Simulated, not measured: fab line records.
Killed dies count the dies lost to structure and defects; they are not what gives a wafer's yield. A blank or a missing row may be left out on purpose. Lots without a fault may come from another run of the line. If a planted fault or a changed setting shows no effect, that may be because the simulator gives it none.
Which tool did it? | flow sky130 | 13 lots, 39 wafers sampled, at 2 steps of a route of 708

## WHAT EACH GAUGE READ, for each wafer
SKY_SD_N_CD_MEAS_07: the cd target is 380 nm.
lot  | measured     | on        | cd_nm (nm)
L641 | day 28 09:43 | cd_sem-01 | 384.5 381.4 381.1
L642 | day 28 18:02 | cd_sem-02 | 379.9 379.0 380.0
L645 | day 29 14:56 | cd_sem-01 | 378.3 377.9 376.2
L647 | day 31 00:41 | cd_sem-02 | 380.5 381.4 381.8
L648 | day 31 03:09 | cd_sem-01 | 381.4 383.4 382.0
L650 | day 31 17:17 | cd_sem-02 | 379.2 379.9 379.0
L652 | day 31 21:06 | cd_sem-02 | 377.9 375.7 378.4
L655 | day 32 23:47 | cd_sem-01 | 335.7 334.6 336.5
L659 | day 34 02:08 | cd_sem-01 | 380.4 381.4 378.7
L660 | day 34 08:23 | cd_sem-01 | 377.0 377.6 375.4
L661 | day 34 16:37 | cd_sem-02 | 381.5 383.5 384.2
L662 | day 35 09:13 | cd_sem-02 | 376.6 377.4 378.0
L663 | day 35 13:17 | cd_sem-01 | 377.9 379.0 376.4

## TOOL THAT RAN EACH LOT (tool first, then ch and the chambers of the sampled wafers, then the start)
lot  | SKY_SD_N_EXPOSE_04
L641 | iline_stepper-01 ch 0, day 27 20:40
L642 | iline_stepper-02 ch 0, day 28 04:07
L645 | iline_stepper-02 ch 0, day 29 01:03
L647 | iline_stepper-01 ch 0, day 30 11:59
L648 | iline_stepper-02 ch 0, day 30 14:26
L650 | iline_stepper-01 ch 0, day 31 03:53
L652 | iline_stepper-02 ch 0, day 31 07:16
L655 | iline_stepper-02 ch 0, day 32 10:04
L659 | iline_stepper-01 ch 0, day 33 12:30
L660 | iline_stepper-01 ch 0, day 33 18:32
L661 | iline_stepper-01 ch 0, day 34 04:01
L662 | iline_stepper-01 ch 0, day 34 19:55
L663 | iline_stepper-02 ch 0, day 35 00:01
- SKY_SD_N_EXPOSE_04: exposes mask NSDM, target cd 380 nm.

## WHAT THE TOOLS THEMSELVES READ (means of the sampled wafers that have a number; where no wafer has one, the mark that the record gives instead)
SKY_SD_N_EXPOSE_04.
lot  | tool             | stage_vel_mm_s (mm/s)
L641 | iline_stepper-01 | 500.04
L642 | iline_stepper-02 | 500.02
L645 | iline_stepper-02 | 500.24
L647 | iline_stepper-01 | 500.03
L648 | iline_stepper-02 | 499.55
L650 | iline_stepper-01 | 500.15
L652 | iline_stepper-02 | 499.93
L655 | iline_stepper-02 | 499.93
L659 | iline_stepper-01 | 499.84
L660 | iline_stepper-01 | 499.73
L661 | iline_stepper-01 | 499.90
L662 | iline_stepper-01 | 500.08
L663 | iline_stepper-02 | 500.47

## THE ANSWER, worked out from the rows above alone
Rule: the lots themselves supply what counts as usual. Put in order of their means at a reading, lots are off if they are a third of the lots or fewer, leave a main group of 4 or more, and stand apart from it by a gap of 3 or more times the standard deviation of the main group's means; of several such gaps the widest counts. The tables above print the reading to a certain number of digits; a main group whose means all agree to those digits is not used. A lot without any number at a reading at which 4 lots or more have one is off too. The other lots that the step has rows for count as sound. The gauges are gone through in route order, then the tools' own readings, and for those a lot's mean is taken as printed above. At the first step where some lot is off, the reading lying furthest off is the one used; lots without a number count as furthest.
Off: L655 (SKY_SD_N_CD_MEAS_07, cd_nm). Mean 379.6 nm and standard deviation 2.2 in the main group.
If a tool, at a process step before that reading, ran all the lots that are off and no sound lot after the first of them, it fits. Gauges at SKY_SD_N_CD_MEAS_07: tried the same way as those tools. No candidate that was tried fits.

## WHAT THE SIMULATOR HAD PUT IN
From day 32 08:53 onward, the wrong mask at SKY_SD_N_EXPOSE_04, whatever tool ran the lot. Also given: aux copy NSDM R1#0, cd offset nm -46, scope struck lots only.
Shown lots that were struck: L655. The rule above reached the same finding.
